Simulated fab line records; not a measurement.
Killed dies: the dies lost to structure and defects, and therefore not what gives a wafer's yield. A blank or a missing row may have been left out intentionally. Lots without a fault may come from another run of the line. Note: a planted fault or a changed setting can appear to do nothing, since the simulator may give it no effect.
Split-lot trial	flow sky130	23 wafers read across 5 lots, on a route 708 steps long

## SPLIT DETAILS
At SKY_NWELL_COAT_18 (resist thk 3000 nm), the setting resist_thk_nm was moved away from the recipe's 3000 nm on 11 of the 23 wafers read, by -4.4% to +6.0%. This setting was run at the recipe's value on the other wafers.

The split's own step is where the reading is taken.

## THE READING
coat_of_NWELL_COAT_18.thk_nm (the simulator's own value, which no gauge read), in nm, at SKY_NWELL_COAT_18 (resist thk 3000 nm). No usual value for it is given in the file. The 12 wafers here that ran the recipe average 2995 nm, standard deviation 6.6 nm.

wafer	tool, chamber at the split	resist_thk_nm as run, nm	against the recipe	coat_of_NWELL_COAT_18.thk_nm, nm	against lot-mates on the recipe
L075.1	litho_track-02, 0	3000	recipe	2990	-
L075.2	litho_track-02, 0	3114	+3.8%	3114	+126
L075.3	litho_track-02, 0	3114	+3.8%	3099	+110
L075.4	litho_track-02, 0	3114	+3.8%	3108	+120
L075.6	litho_track-02, 0	3000	recipe	2987	-
L077.2	litho_track-03, 0	3000	recipe	2998	-
L077.3	litho_track-03, 0	3000	recipe	3003	-
L077.5	litho_track-03, 0	3000	recipe	2995	-
L079.1	litho_track-02, 0	3000	recipe	2998	-
L079.2	litho_track-02, 0	2868	-4.4%	2853	-144
L079.4	litho_track-02, 0	2868	-4.4%	2858	-138
L079.5	litho_track-02, 0	3000	recipe	2995	-
L079.6	litho_track-02, 0	2868	-4.4%	2860	-136
L081.1	litho_track-02, 0	3179	+6.0%	3180	+179
L081.2	litho_track-02, 0	3000	recipe	3003	-
L081.3	litho_track-02, 0	3179	+6.0%	3170	+169
L081.4	litho_track-02, 0	3000	recipe	2999	-
L081.6	litho_track-02, 0	3000	recipe	3001	-
L085.1	litho_track-03, 0	2894	-3.5%	2874	-110
L085.2	litho_track-03, 0	2894	-3.5%	2887	-97
L085.4	litho_track-03, 0	2894	-3.5%	2881	-103
L085.5	litho_track-03, 0	3000	recipe	2983	-
L085.6	litho_track-03, 0	3000	recipe	2985	-

FIT RESULTS
A straight line over all 23 wafers: coat_of_NWELL_COAT_18.thk_nm changes by +30.7 nm for each +1% of resist_thk_nm; r = +1.00; the points scatter about the line by 6.6 nm.
The same after taking each lot's own level away (the mean of its wafers on the recipe; 23 wafers): +30.3 nm for each +1%; r = +1.00; scatter 5.4 nm.
The reading moves by 1.8e+02 nm for the largest change in resist_thk_nm, on that fit.
Across the lots, their own levels run from 2984.0 to 3001.0 nm, a range of 2.6 times the standard deviation given above.
Hence the lot-to-lot level has little effect on the slope; both slopes agree.
Check: with one of the wafers moved furthest among these (+6.0%) left out of the fit, the line predicts +181 nm for it against its lot-mates. It came out at +179 nm against them.

## ADDITIONAL SPLITS CARRIED BY THESE WAFERS
Note: prior to the reading, these wafers also went through further splits. Each is held against what the fit with the lots' levels taken away leaves over:
other split on the same wafers	wafers away from the commonest value	r with coat_of_NWELL_COAT_18.thk_nm (lot level and that fit taken away)
SKY_FIELD_ISO_OXIDATION_01 ox_time_s	13	+0.30
SKY_FIELD_ISO_ETCH_14 source_w	8	-0.11
SKY_FIELD_ISO_OXIDATION_22 temp_c	15	+0.35
SKY_NWELL_OXIDATION_01 ox_time_s	18	-0.31
SKY_DNWELL_COAT_02 spin_rpm	9	-0.26
SKY_PWDE_IMPLANT_08 energy_kev	7	+0.03
SKY_NWELL_COAT_05 resist_thk_nm	9	+0.21

## THE WHOLE CHAIN: every reading that the file lists as answering this split, in the file's order
step	what it does	reading	change (the file's fit)	r (the file's)
SKY_NWELL_COAT_18	resist thk 3000 nm	coat_of_NWELL_COAT_18.thk_nm (the simulator's own value, which no gauge read)	+30.2 nm for each +1% of the setting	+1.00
SKY_NWELL_STRIP_25	strips in O2/N2	strip_time_to_endpoint_s	withheld for each +1% of the setting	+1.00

## FILE'S OWN FIT
coat_of_NWELL_COAT_18.thk_nm changes by +30.2 nm for each +1% of resist_thk_nm, r = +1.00.
